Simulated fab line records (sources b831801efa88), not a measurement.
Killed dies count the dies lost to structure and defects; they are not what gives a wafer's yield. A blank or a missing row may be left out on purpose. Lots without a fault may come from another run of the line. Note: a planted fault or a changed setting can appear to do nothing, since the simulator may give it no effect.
fab line records ; flow gf180mcu
[record] lots = 14; wafers = 42; lastDay = 34
route steps=602 shown STI@30 M1@319 V1@336 M2@367
lots that met no fault: from a run of the same line without faults
startH: start of the lot's first displayed wafer, in hours after the record's first day ; waitH: how many hours have passed since the lot's step before this one ; " the same as in the row above ; L1.1+2: several wafers, shown together as one row ; - value missing, or start not given ; * or withheld: withheld ; < > ~ a bound
route shown NAME@n: names a module that has steps shown in the file, with the first one's number in the route ; usual: mean/standard deviation taken from wafers without a fault ; same: alike in all rows ; chamber/n: place in a boat ; sites: readings site by site ; _std_site: their standard deviation ; _edge_site: outer sites' mean less inner sites' ; radiusMm: for every site, how far away it sits from the centre of the wafer ; mask NAME#n: copy n ; behind: tool/chamber where the wafer was last shaped ; hold: why the lot was held/for how many hours/how that ended ; device: transistor that didn't switch, given as n, p or np ; end of line: the same wafers' tests at the end of the route ; a step with no rows: only its recipe ; killed: not the wafer's yield, but the dies lost to structure and defects at the first sort ; map: the dies of a wafer, with x for killed, . for not killed, _ for no die there
set.NAME: the setting that was run; set.NAME@STEP: the one run at that earlier step ; model.NAME: the simulator's own value behind a step, which no gauge read
one table for each step of the route and one row for each wafer, over a sample of lots
services: from which hour (startH, from the record's first day; less than 0 if before it) a tool's chamber was out of use, for how many hours, and why
[[steps]]
[step GF_STI_OXIDATION_29]
[recipe] tempC = 900; ambient = O2; stabiliseS = 600; purgeS = 300; targetThkA = 100; oxTimeS = 1418
[usual] spikeTcLowerC = 901.0/1.8; zonePowerLowerPct = 17.3/1.1
[same] stabiliseS = 600
lot.wafer;tool;chamber;startH;waitH;spikeTcLowerC;zonePowerLowerPct
L332.1;furnace-01;0;29.42;0.4;900.6;18.7
L332.5;furnace-01;0;29.42;0.4;902.8;18.3
L332.6;furnace-01;0;29.42;0.4;901.7;18.6
L333.4;furnace-02;0;34.07;0.0;901.8;16.3
L333.5;furnace-02;0;34.07;0.0;899.0;16.1
L333.6;furnace-02;0;34.07;0.0;900.6;16.4
L334.2;furnace-01;0;38.53;0.0;902.7;18.4
L334.3;furnace-01;0;38.53;0.0;903.5;18.5
L334.5;furnace-01;0;38.53;0.0;903.1;18.6
L337.2;furnace-02;0;54.77;0.0;899.5;16.4
L337.4;furnace-02;0;54.77;0.0;898.7;16.2
L337.6;furnace-02;0;54.77;0.0;898.9;16.0
L338.2;furnace-01;0;59.79;0.5;901.4;18.6
L338.5;furnace-01;0;59.79;0.5;903.2;18.3
L338.6;furnace-01;0;59.79;0.5;902.1;18.7
L339.2;furnace-01;0;63.90;0.0;902.7;18.3
L339.3;furnace-01;0;63.90;0.0;903.0;18.2
L339.6;furnace-01;0;63.90;0.0;903.2;18.6
L340.1;furnace-02;0;70.25;0.0;899.8;16.3
L340.2;furnace-02;0;70.25;0.0;899.6;16.0
L340.5;furnace-02;0;70.25;0.0;898.9;16.2
L341.2;furnace-02;0;75.67;0.4;897.6;16.4
L341.3;furnace-02;0;75.67;0.4;900.1;16.0
L341.6;furnace-02;0;75.67;0.4;901.0;16.1
L342.1;furnace-01;0;81.51;1.1;901.5;18.6
L342.2;furnace-01;0;81.51;1.1;903.0;18.8
L342.3;furnace-01;0;81.51;1.1;903.2;18.6
L343.3;furnace-01;0;86.12;0.0;901.4;18.1
L343.5;furnace-01;0;86.12;0.0;902.5;18.2
L343.6;furnace-01;0;86.12;0.0;903.9;18.5
L344.1;furnace-01;0;90.11;0.0;902.3;18.2
L344.2;furnace-01;0;90.11;0.0;903.7;18.4
L344.4;furnace-01;0;90.11;0.0;901.2;18.3
L345.2;furnace-01;0;95.07;0.0;902.7;18.3
L345.5;furnace-01;0;95.07;0.0;901.9;18.7
L345.6;furnace-01;0;95.07;0.0;902.2;18.4
L354.3;furnace-02;0;142.66;0.0;899.8;16.3
L354.4;furnace-02;0;142.66;0.0;901.0;16.1
L354.6;furnace-02;0;142.66;0.0;898.4;16.0
L355.1;furnace-02;0;146.65;0.0;899.5;16.4
L355.5;furnace-02;0;146.65;0.0;899.4;16.2
L355.6;furnace-02;0;146.65;0.0;897.8;16.3
[step GF_STI_THK_MEAS_30]
[recipe] reads = SiO2_of_STI_OXIDATION_29
[usual] STI_OXIDATION_02_THK = 10.02/0.16
lot.wafer;tool;chamber;startH;waitH;STI_OXIDATION_02_THK[nm]
L332.1;filmMetro-04;-;30.82;0.0;9.72
L332.5;filmMetro-04;-;30.82;0.0;9.77
L332.6;filmMetro-04;-;30.82;0.0;9.82
L333.4;filmMetro-04;-;35.50;0.0;10.22
L333.5;filmMetro-04;-;35.50;0.0;9.99
L333.6;filmMetro-04;-;35.50;0.0;10.20
L334.2;filmMetro-04;-;39.93;0.0;9.90
L334.3;filmMetro-04;-;39.93;0.0;9.92
L334.5;filmMetro-04;-;39.93;0.0;9.89
L337.2;filmMetro-03;-;56.17;0.0;9.97
L337.4;filmMetro-03;-;56.17;0.0;10.12
L337.6;filmMetro-03;-;56.17;0.0;9.98
L338.2;filmMetro-01;-;61.19;0.0;10.22
L338.5;filmMetro-01;-;61.19;0.0;10.02
L338.6;filmMetro-01;-;61.19;0.0;10.24
L339.2;filmMetro-03;-;65.31;0.0;10.11
L339.3;filmMetro-03;-;65.31;0.0;10.01
L339.6;filmMetro-03;-;65.31;0.0;10.13
L340.1;filmMetro-04;-;71.64;0.0;9.94
L340.2;filmMetro-04;-;71.64;0.0;9.84
L340.5;filmMetro-04;-;71.64;0.0;9.91
L341.2;filmMetro-03;-;77.07;0.0;9.86
L341.3;filmMetro-03;-;77.07;0.0;9.82
L341.6;filmMetro-03;-;77.07;0.0;9.89
L342.1;filmMetro-03;-;82.91;0.0;10.13
L342.2;filmMetro-03;-;82.91;0.0;10.33
L342.3;filmMetro-03;-;82.91;0.0;10.11
L343.3;filmMetro-01;-;87.53;0.0;10.18
L343.5;filmMetro-01;-;87.53;0.0;10.15
L343.6;filmMetro-01;-;87.53;0.0;9.89
L344.1;filmMetro-01;-;91.51;0.0;7.39
L344.2;filmMetro-01;-;91.51;0.0;7.25
L344.4;filmMetro-01;-;91.51;0.0;7.23
L345.2;filmMetro-01;-;96.47;0.0;7.74
L345.5;filmMetro-01;-;96.47;0.0;7.52
L345.6;filmMetro-01;-;96.47;0.0;7.65
L354.3;filmMetro-01;-;144.08;0.0;9.87
L354.4;filmMetro-01;-;144.08;0.0;9.93
L354.6;filmMetro-01;-;144.08;0.0;9.89
L355.1;filmMetro-04;-;148.04;0.0;9.90
L355.5;filmMetro-04;-;148.04;0.0;9.88
L355.6;filmMetro-04;-;148.04;0.0;9.80
[step GF_M1_SPUTTER_04]
[recipe] material = TiN; targetThkNm = 50; powerW = 6500; timeS = 41.7; chamberPressurePa = 0.4
[usual] throttleValvePct = 29.6/1.2
lot.wafer;tool;chamber;startH;waitH;throttleValvePct
L332.1;pvdSputter-03;-;360.77;0.0;30.0
L332.5;pvdSputter-03;-;360.77;0.0;30.2
L332.6;pvdSputter-03;-;360.77;0.0;28.8
L333.4;pvdSputter-03;-;370.95;0.0;30.2
L333.5;pvdSputter-03;-;370.95;0.0;30.4
L333.6;pvdSputter-03;-;370.95;0.0;28.9
L334.2;pvdSputter-01;-;380.96;0.0;30.1
L334.3;pvdSputter-01;-;380.96;0.0;28.4
L334.5;pvdSputter-01;-;380.96;0.0;28.1
L337.2;pvdSputter-02;-;408.27;0.0;29.5
L337.4;pvdSputter-02;-;408.27;0.0;32.2
L337.6;pvdSputter-02;-;408.27;0.0;32.0
L338.2;pvdSputter-03;-;415.60;0.0;28.7
L338.5;pvdSputter-03;-;415.60;0.0;29.0
L338.6;pvdSputter-03;-;415.60;0.0;30.4
L339.2;pvdSputter-03;-;425.76;0.0;28.7
L339.3;pvdSputter-03;-;425.76;0.0;30.4
L339.6;pvdSputter-03;-;425.76;0.0;28.7
L340.1;pvdSputter-03;-;435.77;0.0;30.2
L340.2;pvdSputter-03;-;435.77;0.0;28.8
L340.5;pvdSputter-03;-;435.77;0.0;28.8
L341.2;pvdSputter-01;-;444.66;0.0;30.1
L341.3;pvdSputter-01;-;444.66;0.0;30.7
L341.6;pvdSputter-01;-;444.66;0.0;30.4
L342.1;pvdSputter-01;-;455.12;0.0;28.4
L342.2;pvdSputter-01;-;455.12;0.0;30.7
L342.3;pvdSputter-01;-;455.12;0.0;29.5
L343.3;pvdSputter-02;-;466.37;0.0;29.3
L343.5;pvdSputter-02;-;466.37;0.0;29.9
L343.6;pvdSputter-02;-;466.37;0.0;29.3
L344.1;pvdSputter-02;-;470.84;0.0;27.7
L344.2;pvdSputter-02;-;470.84;0.0;29.1
L344.4;pvdSputter-02;-;470.84;0.0;29.7
L345.2;pvdSputter-02;-;477.59;0.0;32.0
L345.5;pvdSputter-02;-;477.59;0.0;32.0
L345.6;pvdSputter-02;-;477.59;0.0;27.8
L354.3;pvdSputter-02;-;550.52;0.0;32.1
L354.4;pvdSputter-02;-;550.52;0.0;32.2
L354.6;pvdSputter-02;-;550.52;0.0;29.8
L355.1;pvdSputter-03;-;558.93;0.0;30.2
L355.5;pvdSputter-03;-;558.93;0.0;28.9
L355.6;pvdSputter-03;-;558.93;0.0;30.2
[step GF_V1_THK_MEAS_01]
[recipe] reads = SiO2_of_V1_CVD_00
[usual] V1_CVD_00_THK = 599/5
lot.wafer;tool;chamber;startH;waitH;V1_CVD_00_THK[nm]
L332.1;filmMetro-03;-;383.89;0.0;601
L332.5;filmMetro-03;-;383.89;0.0;604
L332.6;filmMetro-03;-;383.89;0.0;596
L333.4;filmMetro-03;-;394.51;0.0;609
L333.5;filmMetro-03;-;394.51;0.0;598
L333.6;filmMetro-03;-;394.51;0.0;599
L334.2;filmMetro-04;-;404.79;0.0;599
L334.3;filmMetro-04;-;404.79;0.0;595
L334.5;filmMetro-04;-;404.79;0.0;590
L337.2;filmMetro-04;-;432.75;0.0;590
L337.4;filmMetro-04;-;432.75;0.0;600
L337.6;filmMetro-04;-;432.75;0.0;598
L338.2;filmMetro-04;-;440.55;0.0;596
L338.5;filmMetro-04;-;440.55;0.0;606
L338.6;filmMetro-04;-;440.55;0.0;605
L339.2;filmMetro-04;-;451.46;0.0;591
L339.3;filmMetro-04;-;451.46;0.0;599
L339.6;filmMetro-04;-;451.46;0.0;596
L340.1;filmMetro-04;-;461.59;0.0;600
L340.2;filmMetro-04;-;461.59;0.0;602
L340.5;filmMetro-04;-;461.59;0.0;602
L341.2;filmMetro-04;-;469.90;0.0;600
L341.3;filmMetro-04;-;469.90;0.0;600
L341.6;filmMetro-04;-;469.90;0.0;599
L342.1;filmMetro-01;-;480.38;0.0;593
L342.2;filmMetro-01;-;480.38;0.0;585
L342.3;filmMetro-01;-;480.38;0.0;596
L343.3;filmMetro-04;-;491.50;0.1;595
L343.5;filmMetro-04;-;491.50;0.1;593
L343.6;filmMetro-04;-;491.50;0.1;599
L344.1;filmMetro-03;-;495.60;0.0;605
L344.2;filmMetro-03;-;495.60;0.0;605
L344.4;filmMetro-03;-;495.60;0.0;600
L345.2;filmMetro-03;-;502.18;0.0;598
L345.5;filmMetro-03;-;502.18;0.0;592
L345.6;filmMetro-03;-;502.18;0.0;599
L354.3;filmMetro-01;-;573.53;0.1;607
L354.4;filmMetro-01;-;573.53;0.1;607
L354.6;filmMetro-01;-;573.53;0.1;606
L355.1;filmMetro-01;-;581.52;0.0;608
L355.5;filmMetro-01;-;581.52;0.0;603
L355.6;filmMetro-01;-;581.52;0.0;600
[step GF_M2_RS_MEAS_05]
[recipe] thkMeasGauge = four-point-probe; reads = TiN_of_M2_SPUTTER_04+Ti_of_M2_SPUTTER_03+AlCu_of_M2_SPUTTER_02+TiN_of_M2_SPUTTER_01+Ti_of_M2_SPUTTER_00
[usual] M2_ALCU_RS = 0.0697/0.00047
lot.wafer;tool;chamber;startH;waitH;M2_ALCU_RS[ohm/sq]
L332.1;filmMetro-02;-;409.88;0.0;0.0703
L332.5;filmMetro-02;-;409.88;0.0;0.0703
L332.6;filmMetro-02;-;409.88;0.0;0.0705
L333.4;filmMetro-04;-;420.73;0.1;0.0698
L333.5;filmMetro-04;-;420.73;0.1;0.0692
L333.6;filmMetro-04;-;420.73;0.1;0.0697
L334.2;filmMetro-02;-;431.70;0.0;0.0710
L334.3;filmMetro-02;-;431.70;0.0;0.0707
L334.5;filmMetro-02;-;431.70;0.0;0.0708
L337.2;filmMetro-04;-;459.23;0.0;0.0702
L337.4;filmMetro-04;-;459.23;0.0;0.0699
L337.6;filmMetro-04;-;459.23;0.0;0.0702
L338.2;filmMetro-02;-;469.00;0.0;0.0695
L338.5;filmMetro-02;-;469.00;0.0;0.0699
L338.6;filmMetro-02;-;469.00;0.0;0.0694
L339.2;filmMetro-04;-;478.66;0.1;0.0698
L339.3;filmMetro-04;-;478.66;0.1;0.0692
L339.6;filmMetro-04;-;478.66;0.1;0.0704
L340.1;filmMetro-03;-;488.53;0.0;0.0692
L340.2;filmMetro-03;-;488.53;0.0;0.0697
L340.5;filmMetro-03;-;488.53;0.0;0.0692
L341.2;filmMetro-02;-;495.79;0.0;0.0702
L341.3;filmMetro-02;-;495.79;0.0;0.0691
L341.6;filmMetro-02;-;495.79;0.0;0.0700
L342.1;filmMetro-04;-;506.37;0.0;0.0695
L342.2;filmMetro-04;-;506.37;0.0;0.0691
L342.3;filmMetro-04;-;506.37;0.0;0.0684
L343.3;filmMetro-04;-;517.87;0.1;0.0696
L343.5;filmMetro-04;-;517.87;0.1;0.0695
L343.6;filmMetro-04;-;517.87;0.1;0.0695
L344.1;filmMetro-03;-;521.67;0.0;0.0700
L344.2;filmMetro-03;-;521.67;0.0;0.0698
L344.4;filmMetro-03;-;521.67;0.0;0.0701
L345.2;filmMetro-03;-;528.25;0.0;0.0700
L345.5;filmMetro-03;-;528.25;0.0;0.0690
L345.6;filmMetro-03;-;528.25;0.0;0.0704
L354.3;filmMetro-02;-;597.21;0.1;0.0692
L354.4;filmMetro-02;-;597.21;0.1;0.0693
L354.6;filmMetro-02;-;597.21;0.1;0.0689
L355.1;filmMetro-03;-;605.02;0.0;0.0693
L355.5;filmMetro-03;-;605.02;0.0;0.0700
L355.6;filmMetro-03;-;605.02;0.0;0.0692
[[services]]
tool;chamber;startH;hours;kind
furnace-02;-;9.22;3.5;pm
pvdSputter-03;-;16.54;3.2;repair
pvdSputter-01;-;35.13;1.2;repair
pvdSputter-02;-;80.03;3.9;repair
pvdSputter-01;-;87.88;1.7;repair
furnace-01;-;102.98;3.8;pm
pvdSputter-03;-;132.17;2.2;repair
pvdSputter-03;-;138.29;1.4;repair
furnace-01;-;187.91;2.7;pm
pvdSputter-03;-;219.94;3.6;repair
pvdSputter-02;-;241.40;11.9;repair
furnace-01;-;270.07;3.2;pm
pvdSputter-01;-;300.48;7.6;repair
furnace-01;-;316.28;3.4;pm
furnace-02;-;345.66;3.6;pm
furnace-01;-;437.89;3.1;pm
pvdSputter-02;-;448.27;5.3;repair
furnace-02;-;450.89;2.3;pm
furnace-01;-;469.91;2.4;pm
pvdSputter-01;-;481.81;53.1;repair
furnace-01;-;493.36;9.2;repair
pvdSputter-02;-;495.62;2.7;repair
furnace-02;-;512.70;2.7;pm
pvdSputter-01;-;548.92;3.1;repair
[[key]]
[firstSign] step = GF_STI_THK_MEAS_30; reading = STI_OXIDATION_02_THK; direction = down; sigmas = 16; usual = 10.02; struck = 7.46
effect none on later readings
metAt GF_STI_OXIDATION_29
struckLots L344,L345
testerLeftOut L344,L345
notActingAt GF_M1_SPUTTER_04,GF_V1_THK_MEAS_01,GF_M2_RS_MEAS_05
onsetBetween 86.12 90.11
[fault] kind = processParameterDrift; tool = furnace-01; chamber = -; onsetH = 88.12; steps = GF_STI_OXIDATION_29; channel = oxTimeS; offset = *; shape = step; endH = 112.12; actsIn = *; stated = *
// testerLeftOut: of these lots the tester's yield and bins aren't shown, on N5 and GAA mostly nor the transistor test; their killed dies are dies lost to structure and defects alone, not to doping, threshold or leakage, so they don't give the yield
